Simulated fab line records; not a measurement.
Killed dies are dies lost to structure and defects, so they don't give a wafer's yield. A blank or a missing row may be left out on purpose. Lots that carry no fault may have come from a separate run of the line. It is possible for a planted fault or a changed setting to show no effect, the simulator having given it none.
One fault through the eyes of 2 desks + flow sky130 + each desk holds nothing but its own numbers, with what lay behind them at the end

THE METROLOGY DESK
What the gauges read, lot by lot, whatever tool the lot ran on: means of the sampled wafers that have a number. Marked OUT: a lot whose mean sits more than 4 standard deviations from the usual mean, which makes it out of limits; the brackets give that distance.
Columns: A = NWELL_OXIDATION_THK at SKY_NWELL_THK_MEAS_02, usual 9.91 nm; B = RES_XHIGH_TW at SKY_RES_XHIGH_TW_MEAS_09, usual 1612; C = SD_N_RS at SKY_SD_N_RS_MEAS_16, usual 68.63 ohm/sq; D = SD_P_RS at SKY_SD_N_RS_MEAS_17, usual 147.3 ohm/sq
| lot  | first seen here | A     | B    | C               | D               |
|------|-----------------|-------|------|-----------------|-----------------|
| L509 | day 3 13:54     | 9.57  | 1611 | 68.72           | 147.4           |
| L510 | day 3 13:59     | 9.89  | 1622 | 68.52           | 147.2           |
| L512 | day 4 02:17     | 9.76  | 1611 | 68.73           | 147.5           |
| L514 | day 4 12:20     | 9.77  | 1614 | 68.50           | 146.8           |
| L513 | day 4 12:21     | 10.15 | 1604 | 68.61           | 147.3           |
| L520 | day 5 19:20     | 10.09 | 1615 | 73.54 (+49) OUT | 176.3 (+93) OUT |
| L521 | day 5 22:11     | 9.94  | 1601 | 68.68           | 147.2           |
| L522 | day 5 22:11     | 9.98  | 1610 | 73.45 (+48) OUT | 176.3 (+94) OUT |
| L524 | day 6 05:31     | 9.83  | 1612 | 73.50 (+49) OUT | 176.8 (+95) OUT |
| L527 | day 6 23:40     | 10.11 | 1615 | 68.49           | 146.9           |
| L528 | day 7 05:04     | 9.84  | 1610 | 68.66           | 147.3           |
Finding of this desk: L520, L522, L524 out of limits, first seen on L520 at day 33 01:51 (SD_N_RS at SKY_SD_N_RS_MEAS_16). Within limits: L509, L510, L512, L514, L513, L521, L527, L528.

AT THE TOOL OWNER'S DESK: rtpAnneal-02
At SKY_SD_N_RTA_14 (time 2 s), the tool's own readings, given per lot that ran on this tool as the mean of the sampled wafers with a number. Marked OUT: a lot whose mean sits more than 4 standard deviations from the usual mean, which makes it out of limits; the brackets give that distance.
Columns: A = annealTempCMax at SKY_SD_N_RTA_14, usual 1082.5; B = chamberO2Ppm at SKY_SD_N_RTA_14, usual 2.002; C = lampPowerPct at SKY_SD_N_RTA_14, usual 15.73 %; D = rampUpCPerS at SKY_SD_N_RTA_14, usual 150.00; E = wafer_temp_C_max at SKY_SD_N_RTA_14, usual 1078.0
| lot  | first seen here | A      | B     | C               | D      | E      |
|------|-----------------|--------|-------|-----------------|--------|--------|
| L510 | day 29 13:53    | 1080.6 | 2.016 | 15.73           | 150.01 | 1077.1 |
| L512 | day 30 04:22    | 1082.3 | 1.988 | 15.72           | 150.01 | 1078.0 |
| L514 | day 31 01:44    | 1081.5 | 2.013 | 15.71           | 150.00 | 1078.4 |
| L520 | day 33 01:40    | 1081.6 | 1.980 | 14.65 (-22) OUT | 150.02 | 1078.9 |
| L522 | day 33 07:56    | 1081.0 | 2.014 | 14.68 (-21) OUT | 150.00 | 1077.4 |
| L524 | day 33 12:56    | 1082.2 | 2.000 | 14.64 (-22) OUT | 149.97 | 1078.1 |
This desk's verdict: out of limits on L520, L522, L524, starting with L520 at day 33 01:40 (lampPowerPct at SKY_SD_N_RTA_14). Within limits: L510, L512, L514.

BROUGHT TOGETHER
The tool owner's desk had the chance to raise an alarm at day 33 01:40 on L520, L522, L524.
The metrology desk could have raised an alarm at day 33 01:51, on L520, L522, L524.
Of the lots named, all ran SKY_SD_N_RTA_14 on rtpAnneal-02.

WHAT THE SIMULATOR HAD PUT IN
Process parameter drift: rtpAnneal-02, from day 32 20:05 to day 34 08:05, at SKY_SD_N_RTA_14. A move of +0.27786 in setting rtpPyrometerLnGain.
Lots struck among those shown: L520, L522, L524.
Counting hours from when the fault started, the first reading out of limits came at 6 for the tool owner's desk and at 6 for the metrology desk.
